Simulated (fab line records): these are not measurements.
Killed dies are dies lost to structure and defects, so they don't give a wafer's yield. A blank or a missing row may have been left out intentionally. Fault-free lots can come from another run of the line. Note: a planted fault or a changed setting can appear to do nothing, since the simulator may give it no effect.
A lot that was struck, set against a sound lot / flow sky130 / 45 out of 708 route steps
Sound: wafers L845.2, L845.4, L845.5. Wafers struck: L854.1, L854.5, L854.6. The cause comes at the end.
Each step with rows lists, per side, the tool, then ch with its chambers, then its first start. Under that, the readings that differ: sound wafers / struck wafers / difference of the means / sigmas: that difference in standard deviations of wafers without a fault.
alike: readings whose means differ by less than 2 such deviations, and words and numbers that are the same on both sides. not compared: withheld readings, readings that some wafer has no value for, bounds like >300 that may hide the same value, and numbers for which the record gives no deviation and whose values overlap.
The two part at a step that has a row with sigmas, a row that says differs or no value, or rows on one side only. When numbers do not overlap yet have no deviation, they are printed without sigmas and do not part them. A reading that every wafer of one side lacks parts them only if that side has two wafers or more.

first, 3 steps without rows for these wafers: SKY_SONOS_ONO_WET_ETCH_18 (etches Si3N4 in H3PO4, target depth 15 nm, time 172 s); SKY_GATE_OXIDE_CLEAN_00 (cleans in SC1/SC2, time 150 s); SKY_GATE_OXIDE_OXIDATION_01 (stabilise 600 s, purge 300 s, target thk 10.268 nm).
SKY_GATE_OXIDE_THK_MEAS_02:
  sound on film metro-02 at day 15 03:33; struck on film metro-01 at day 18 07:37
  alike: GATE_OXIDE_OXIDATION_00_THK
then, 7 steps without rows for these wafers: SKY_GATE_OXIDE_DEHYDRATE_03 (time 60 s); SKY_GATE_OXIDE_HMDS_04 (prime time 60 s); SKY_GATE_OXIDE_COAT_05 (resist thk 1140 nm); SKY_GATE_OXIDE_SOFTBAKE_06 (time 60 s); SKY_GATE_OXIDE_EXPOSE_07 (exposes mask LVOM, target cd 600 nm); SKY_GATE_OXIDE_PEB_08; SKY_GATE_OXIDE_DEVELOP_09 (develop time 60 s).
SKY_GATE_OXIDE_OVL_MEAS_10:
  sound on overlay-01 at day 16 06:40; struck on overlay-02 at day 19 14:01
reading=GATE_OXIDE_OVL (nm); sound=-2.7 -2.7 -4.1; struck=-1.1 0.0 1.1; difference=+3.2; sigmas=+2
SKY_GATE_OXIDE_IMPLANT_11:
  sound on implanter-02 ch 0, day 16 06:44; struck on implanter-04 ch 0, day 19 14:03
reading=dose ions cm2; sound=2.598e+12 2.595e+12 2.597e+12; struck=1.824e+12 1.82e+12 1.823e+12; difference=-7.743e+11; sigmas=-99 or more
reading=faraday current uA; sound=14.5 14.6 14.4; struck=10.3 10.5 11.0; difference=-3.9; sigmas=-13
then, 1 step without rows for these wafers: SKY_GATE_OXIDE_WET_ETCH_12 (etches SiO2 in dHF, target depth 16.8 nm, time 336 s).
SKY_GATE_OXIDE_STRIP_13: strips in O2/N2.
  sound on plasma asher-04 ch 0,1, day 16 06:58; struck on plasma asher-02 ch 0,1, day 19 14:18
  alike: drypump motor current A, o2 flow sccm, oes product au, strip time to endpoint s
  not compared: rf hours counter h
SKY_GATE_OXIDE_TW_MEAS_14:
  sound on film metro-04 at day 16 07:04; struck on film metro-01 at day 19 14:24
reading=GATE_OXIDE_TW; sound=224.6 224.6 223.9; struck=203.4 203.3 203.4; difference=-21.0; sigmas=-24
then, 3 steps without rows for these wafers: SKY_GATE_OXIDE_CLEAN_15 (cleans in SC1/SC2, time 150 s); SKY_GATE_OXIDE_OXIDATION_16 (stabilise 600 s, purge 300 s, target thk 3.57 nm); SKY_POLY_GATE_CVD_00 (deposits poly-Si, target thk 180 nm, time 720 s).
SKY_POLY_GATE_THK_MEAS_01:
  sound on film metro-02 at day 16 11:32; struck on film metro-02 at day 19 17:56
  alike: POLY_GATE_CVD_00_THK
then, 8 steps without rows for these wafers: SKY_RES_PROTECT_DEHYDRATE_00 (time 60 s); SKY_RES_PROTECT_HMDS_01 (prime time 60 s); SKY_RES_PROTECT_COAT_02 (resist thk 1140 nm); SKY_RES_PROTECT_SOFTBAKE_03 (time 60 s); SKY_RES_PROTECT_EXPOSE_04 (exposes mask RPM, target cd 1270 nm); SKY_RES_PROTECT_PEB_05; SKY_RES_PROTECT_DEVELOP_06 (develop time 60 s); SKY_POLY_GATE_IMPLANT_02.
SKY_RES_PROTECT_STRIP_07: strips in O2/N2.
  sound on plasma asher-01 ch 0,1, day 17 16:04; struck on plasma asher-04 ch 0,1, day 21 00:23
  alike: drypump motor current A, o2 flow sccm, oes product au, strip time to endpoint s
  not compared: rf hours counter h
SKY_RES_PROTECT_TW_MEAS_08:
  sound on film metro-03 at day 17 16:11; struck on film metro-04 at day 21 00:29
  alike: POLY_GATE_TW
then, 2 steps without rows for these wafers: SKY_RES_PROTECT_CLEAN_09 (cleans in SC1/SC2, time 150 s); SKY_POLY_GATE_CVD_03 (deposits Si3N4 from DCS/NH3, target thk 75 nm, time 1290 s).
SKY_POLY_GATE_THK_MEAS_04:
  sound on film metro-02 at day 17 19:43; struck on film metro-01 at day 21 01:57
  alike: POLY_GATE_CVD_03_THK
then, 8 steps without rows for these wafers: SKY_POLY_GATE_DEHYDRATE_05 (time 60 s); SKY_POLY_GATE_HMDS_06 (prime time 60 s); SKY_POLY_GATE_COAT_07 (resist thk 110 nm); SKY_POLY_GATE_COAT_08 (resist thk 450 nm); SKY_POLY_GATE_SOFTBAKE_09 (time 90 s); SKY_POLY_GATE_EXPOSE_10 (exposes mask P1M, target cd 150 nm); SKY_POLY_GATE_PEB_11; SKY_POLY_GATE_DEVELOP_12 (develop time 60 s).
SKY_POLY_GATE_CD_MEAS_13 targets a cd of 150 nm.
  sound on cd sem-01 at day 19 02:20; struck on cd sem-02 at day 22 08:59
  alike: cd nm
-- the record jumps here: 12 days lie between the struck wafers' starts before and after (it left off in module POLY_GATE and takes up again in module LI_CONTACT, whose first step shown is number 376 of the route) --
SKY_LI_CONTACT_ETCH_14: etches BARC in N2/H2, stops on SiO2, time 45.9 s, target depth 60 nm.
  sound on rie diel-02 ch 0,2,3, day 31 20:17; struck on rie diel-02 ch 0,1,2, day 34 16:05
reading=model.LI_CONTACT.cd nm (nm); sound=171.5 173.5 172.1; struck=176.8 176.8 178.7; difference=+5.1; sigmas=
  alike: drypump motor current A, oes product au, throttle valve pct
  not compared: rf hours counter h
SKY_LI_CONTACT_ETCH_15: etches PSG in C4F8/O2/Ar, stops on Si, target depth 600 nm.
  sound on rie diel-02 ch 0,2,3, day 31 20:19; struck on rie diel-02 ch 0,1,2, day 34 16:07
reading=model.LI_CONTACT.cd nm (nm); sound=171.8 173.4 172.8; struck=176.8 177 178.7; difference=+4.8; sigmas=
  alike: oes product au
-- the record jumps here: 15 days lie between the struck wafers' starts before and after (it left off in module LI_CONTACT and takes up again in module PAD_OPEN, whose first step shown is number 708 of the route) --
SKY_PAD_OPEN_PROBE_99:
  sound on prober-02 at day 48 00:41; struck on prober-01 at day 50 01:38
reading=killed_at_M0_to_M3; sound=53 55 45; struck=45 27 36; difference=-15; sigmas=-2
reading=model.etest.tip p.rs ohm sq; sound=6890 6898 6840; struck=7316 7312 7360; difference=+453; sigmas=
reading=model.etest.pfet_01v8.r on ohm um; sound=2867 2901 2926; struck=3137 3141 3078; difference=+221; sigmas=
reading=model.etest.nfet_01v8_lvt.drive ua um; sound=588.4 582.6 575.8; struck=626.7 636.9 658.9; difference=+58.6; sigmas=
reading=model.etest.nfet_01v8.drive ua um; sound=511.8 505 501.7; struck=551.8 558.5 575.6; difference=+55.8; sigmas=
reading=model.etest.nfet_01v8_turned.drive ua um; sound=516.8 509.1 506.7; struck=551.5 561.2 579.7; difference=+53.3; sigmas=
reading=model.etest.nfet_01v8_swapped.drive ua um; sound=517 506.1 500.1; struck=548.5 558.1 580.2; difference=+54.5; sigmas=
reading=model.etest.nfet_01v8.r on ohm um; sound=810.2 827 826.7; struck=773.5 774.4 748.4; difference=-55.9; sigmas=
  alike: killed_at_M4_up, killed at contacts, killed at front end, killed at other, killed dies, killed open, killed short
  not compared: model.etest.sram nfet pass.drive ua um

== WHERE THEY PART ==
Earliest at SKY_GATE_OXIDE_OVL_MEAS_10; latest, in this record, at SKY_PAD_OPEN_PROBE_99.

WHY: whatever the simulator had introduced
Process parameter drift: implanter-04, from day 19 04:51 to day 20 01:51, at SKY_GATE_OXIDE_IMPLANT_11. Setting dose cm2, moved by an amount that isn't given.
